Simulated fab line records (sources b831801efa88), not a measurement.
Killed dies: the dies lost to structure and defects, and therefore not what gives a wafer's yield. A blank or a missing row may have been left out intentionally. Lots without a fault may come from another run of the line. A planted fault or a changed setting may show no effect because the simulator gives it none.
fab line records -- flow sfq-line
record lots=5, wafers=14, last-day=83
route steps=325 shown I7@309 M8@311
lots with no fault: from the same line, run without faults
start-h: the number of hours between the record's first day and the start of the first shown wafer of the lot -- wait-h: hours elapsed since this lot's preceding step -- " same as the row above -- L1.1+2: a row that stands for several wafers -- - either no value or no given start -- * or withheld: withheld -- < > ~ a bound
route shown NAME@n: a module of which the file shows steps, and the number in the route of the first -- usual: the fault-free wafers' mean and standard deviation -- same: alike in all rows -- chamber/n: place in a boat -- sites: the reading at each site -- _std_site: the standard deviation of these -- _edge_site: inner sites' mean taken away from outer sites' mean -- radius-mm: how far each site lies from the wafer's centre -- mask NAME#n: copy n -- behind: tool/chamber where the wafer was last shaped -- hold: reason for holding the lot/hours on hold/outcome of the hold -- device: the n, p or np transistor that did not switch -- end of line: the route-end tests of the same wafers -- for a step that has no rows: nothing shown but its recipe -- killed: dies lost to structure and defects at the first sort, not the wafer's yield -- map: shows each die of a wafer: x if killed, . if not, _ if none is there
set.NAME: the setting the step ran with; set.NAME@STEP: the setting that earlier step ran with -- model.NAME: the simulator's own value behind a step, which no gauge read
certain route steps with their lots: each step a table, each wafer a row
services: the hour from which a tool's chamber was out of use, counted from the record's first day as start-h (under 0 if before that day), plus the number of hours and why
## steps
# step SFQ_TRILAYER_I7_VIA_STRIP_STRIP_191
# recipe gas=O2, power-w=200, platen-temp-c=40, overash-fraction=0.65, chemistry=O2, pressure-mtorr=50
# usual drypump-motor-current-A=5.7/0.51, oes-product-au=0.997/0.0082
lot.wafer,tool,chamber,start-h,wait-h,drypump-motor-current-A,oes-product-au,rf-hours-counter-h
L229.1,rie-metal-01,0,1670.74,-,5.3,0.996,112
L229.3,rie-metal-01,0,1670.74,-,5.3,1.002,-
L229.4,rie-metal-01,1,1670.74,-,5.7,1.005,-
L238.1,rie-metal-01,1,1753.92,-,5.7,0.992,101
L238.2,rie-metal-01,0,1753.92,-,5.3,0.999,126
L238.3,rie-metal-01,0,1753.92,-,5.2,0.994,-
L241.2,rie-metal-03,0,1820.15,-,5.9,0.996,104
L241.4,rie-metal-03,0,1820.15,-,6.0,0.998,-
L241.5,rie-metal-03,1,1820.15,-,5.0,0.991,-
L247.1,rie-metal-02,0,1897.26,-,6.6,0.992,52
L247.3,rie-metal-02,0,1897.26,-,6.6,0.995,-
L252.1,rie-metal-02,1,1915.26,-,6.0,0.995,106
L252.2,rie-metal-02,0,1915.26,-,6.6,0.985,56
L252.3,rie-metal-02,1,1915.26,-,5.9,0.988,-
# step SFQ_TRILAYER_I7_VIA_STRIP_SOLV_CLEAN_192
# recipe chemistry=NMP, temp-c=70, time-s=600
# step SFQ_TRILAYER_M8_LITHO_LOR_COAT_197
# recipe resist=lift-off, spin-rpm=3000
# step SFQ_TRILAYER_M8_LITHO_LOR_BAKE_198
# recipe resist=lift-off, temp-c=withheld, time-s=withheld
# step SFQ_TRILAYER_M8_LITHO_COAT_193
# recipe resist=KrF, spin-rpm=3000, resist-thk-nm=600
# step SFQ_TRILAYER_M8_LITHO_SOFTBAKE_199
# recipe temp-c=withheld, time-s=withheld, resist=KrF
# step SFQ_TRILAYER_M8_LITHO_EXPOSE_194
# recipe mask-id=M8, na=0.6, source-shape=conventional, sigma-outer=0.65, target-cd-nm=2000, dose-mj=14.4
# step SFQ_TRILAYER_M8_LITHO_PEB_196
# recipe peb-temp-c=115, peb-time-s=60, resist=KrF
# step SFQ_TRILAYER_M8_LITHO_DEVELOP_195
# recipe img-clear-s=15, time-s=55, resist=KrF
# step SFQ_M8_OVL_MEAS_948
# usual M8_OVL=1/5.2
lot.wafer,tool,chamber,start-h,wait-h,M8_OVL[nm]
L229.1,overlay-01,-,1690.74,0.1,4
L229.3,overlay-01,-,1690.74,0.1,4
L229.4,overlay-01,-,1690.74,0.1,-3
L238.1,overlay-02,-,1760.93,0.1,-6
L238.2,overlay-02,-,1760.93,0.1,-5
L238.3,overlay-02,-,1760.93,0.1,-5
L241.2,overlay-02,-,1824.91,0.1,5
L241.4,overlay-02,-,1824.91,0.1,4
L241.5,overlay-02,-,1824.91,0.1,7
L247.1,overlay-02,-,1966.48,0.1,1
L247.3,overlay-02,-,1966.48,0.1,-2
L252.1,overlay-01,-,1982.08,0.1,7
L252.2,overlay-01,-,1982.08,0.1,9
L252.3,overlay-01,-,1982.08,0.1,3
# step SFQ_TRILAYER_M8_DEP_EVAP_197
# recipe material=Ti, angular-spread-deg=1, target-thk-nm=20, time-s=100, power-w=2000
# step SFQ_TRILAYER_M8_DEP_EVAP_198
# recipe material=Pt, angular-spread-deg=1, target-thk-nm=50, time-s=250, power-w=2000
# step SFQ_TRILAYER_M8_DEP_EVAP_196
# recipe material=Au, angular-spread-deg=1, target-thk-nm=180, time-s=900, power-w=2000
lot.wafer,tool,chamber,start-h,wait-h,model.Au_of_TRILAYER_M8_DEP_EVAP_196.thk-nm
L229.1,pvd-sputter-01,-,1691.00,0.1,176.9
L229.3,pvd-sputter-01,-,1691.00,0.1,177.4
L229.4,pvd-sputter-01,-,1691.00,0.1,177.6
L238.1,pvd-sputter-02,-,1761.19,0.1,180.9
L238.2,pvd-sputter-02,-,1761.19,0.1,181.8
L238.3,pvd-sputter-02,-,1761.19,0.1,182.6
L241.2,pvd-sputter-01,-,1825.16,0.1,180.6
L241.4,pvd-sputter-01,-,1825.16,0.1,180
L241.5,pvd-sputter-01,-,1825.16,0.1,180.7
L247.1,pvd-sputter-01,-,1966.74,0.1,181.8
L247.3,pvd-sputter-01,-,1966.74,0.1,181.9
L252.1,pvd-sputter-02,-,1982.34,0.1,179.5
L252.2,pvd-sputter-02,-,1982.34,0.1,179.4
L252.3,pvd-sputter-02,-,1982.34,0.1,180.2
# step SFQ_M8_RS_MEAS_949
# recipe thk-meas-gauge=four-point-probe, reads=Au_of_TRILAYER_M8_DEP_EVAP_196+Pt_of_TRILAYER_M8_DEP_EVAP_198+Ti_of_TRILAYER_M8_DEP_EVAP_197
# usual M8_AU_RS=0.1531/0.0015
lot.wafer,tool,chamber,start-h,wait-h,M8_AU_RS[ohm/sq]
L229.1,film-metro-04,-,1691.52,0.3,0.1559
L229.3,film-metro-04,-,1691.52,0.3,0.1556
L229.4,film-metro-04,-,1691.52,0.3,0.1556
L238.1,film-metro-01,-,1761.71,0.3,0.1528
L238.2,film-metro-01,-,1761.71,0.3,0.1523
L238.3,film-metro-01,-,1761.71,0.3,0.1514
L241.2,film-metro-01,-,1825.70,0.3,0.1531
L241.4,film-metro-01,-,1825.70,0.3,0.1534
L241.5,film-metro-01,-,1825.70,0.3,0.1530
L247.1,film-metro-03,-,1967.26,0.3,0.1518
L247.3,film-metro-03,-,1967.26,0.3,0.1522
L252.1,film-metro-03,-,1982.86,0.3,0.1538
L252.2,film-metro-03,-,1982.86,0.3,0.1544
L252.3,film-metro-03,-,1982.86,0.3,0.1534
# step SFQ_M8_THK_MEAS_950
# recipe thk-meas-gauge=xrf, reads=Au_of_TRILAYER_M8_DEP_EVAP_196
# usual M8_AU_THK=178.1/1.9
lot.wafer,tool,chamber,start-h,wait-h,M8_AU_THK[nm]
L229.1,film-metro-04,-,1691.64,0.1,175.0
L229.3,film-metro-04,-,1691.64,0.1,176.3
L229.4,film-metro-04,-,1691.64,0.1,176.2
L238.1,film-metro-01,-,1761.83,0.1,180.1
L238.2,film-metro-01,-,1761.83,0.1,181.0
L238.3,film-metro-01,-,1761.83,0.1,180.9
L241.2,film-metro-01,-,1825.81,0.1,178.4
L241.4,film-metro-01,-,1825.81,0.1,177.7
L241.5,film-metro-01,-,1825.81,0.1,178.6
L247.1,film-metro-03,-,1967.38,0.1,177.9
L247.3,film-metro-03,-,1967.38,0.1,178.2
L252.1,film-metro-03,-,1982.98,0.1,175.5
L252.2,film-metro-03,-,1982.98,0.1,175.8
L252.3,film-metro-03,-,1982.98,0.1,175.6
# step SFQ_TRILAYER_M8_LIFTOFF_LIFTOFF_197
# recipe temp-c=80, time-s=600, chemistry=NMP
# step SFQ_M8_BOW_MEAS_951
# recipe mode=bow
# usual M8_BOW=6/11
lot.wafer,tool,chamber,start-h,wait-h,M8_BOW[um],model.etest.m8.ohm-sq
L229.1,film-metro-03,-,1691.87,0.0,10,0.1563
L229.3,film-metro-03,-,1691.87,0.0,14,0.1558
L229.4,film-metro-03,-,1691.87,0.0,23,0.1557
L238.1,film-metro-04,-,1762.06,0.0,-1,0.1528
L238.2,film-metro-04,-,1762.06,0.0,5,0.1521
L238.3,film-metro-04,-,1762.06,0.0,10,0.1514
L241.2,film-metro-03,-,1826.06,0.0,-2,0.1531
L241.4,film-metro-03,-,1826.06,0.0,-6,0.1536
L241.5,film-metro-03,-,1826.06,0.0,-13,0.153
L247.1,film-metro-01,-,1967.62,0.0,-6,0.152
L247.3,film-metro-01,-,1967.62,0.0,4,0.152
L252.1,film-metro-01,-,1983.22,0.0,1,0.154
L252.2,film-metro-01,-,1983.22,0.0,8,0.1541
L252.3,film-metro-01,-,1983.22,0.0,3,0.1534
## services
tool,chamber,start-h,hours,kind
rie-metal-02,1,1685.65,4.7,repair
pvd-sputter-02,-,1732.52,1.3,repair
pvd-sputter-01,-,1789.17,4.1,repair
rie-metal-01,-,1852.67,0.5,repair
rie-metal-01,0,1872.10,-,clean
rie-metal-01,0,1872.10,-,consumable-replace:focus-ring
rie-metal-01,0,1872.10,27.4,scheduled-down
rie-metal-01,0,1872.10,27.4,vent-cycle
pvd-sputter-01,0,1875.80,-,consumable-replace:kit
pvd-sputter-01,0,1875.80,18.0,scheduled-down
pvd-sputter-01,0,1875.80,18.0,vent-cycle
rie-metal-03,1,1919.23,2.3,repair
rie-metal-01,0,1921.13,5.1,repair
pvd-sputter-02,1,1959.50,-,consumable-replace:kit
pvd-sputter-02,1,1959.50,18.0,scheduled-down
pvd-sputter-02,1,1959.50,18.0,vent-cycle
## key
first-sign none at tools or gauges
model-effect step=SFQ_TRILAYER_M8_DEP_EVAP_196, value=Au_of_TRILAYER_M8_DEP_EVAP_196.thk-nm, without=177.7, struck=181.9
model-effect step=SFQ_M8_BOW_MEAS_951, value=etest.m8.ohm-sq, without=0.1556, struck=0.152
met-at SFQ_TRILAYER_M8_DEP_EVAP_196
struck-wafers L247.3
onset-between 1825.16 1966.74
fault kind=process-parameter-drift, tool=pvd-sputter-01, chamber=-, onset-h=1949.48, steps=SFQ_TRILAYER_M8_DEP_EVAP_196, channel=time-s, offset=*, shape=step, end-h=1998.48, scope=struck-wafers-only, acts-in=*, stated=*
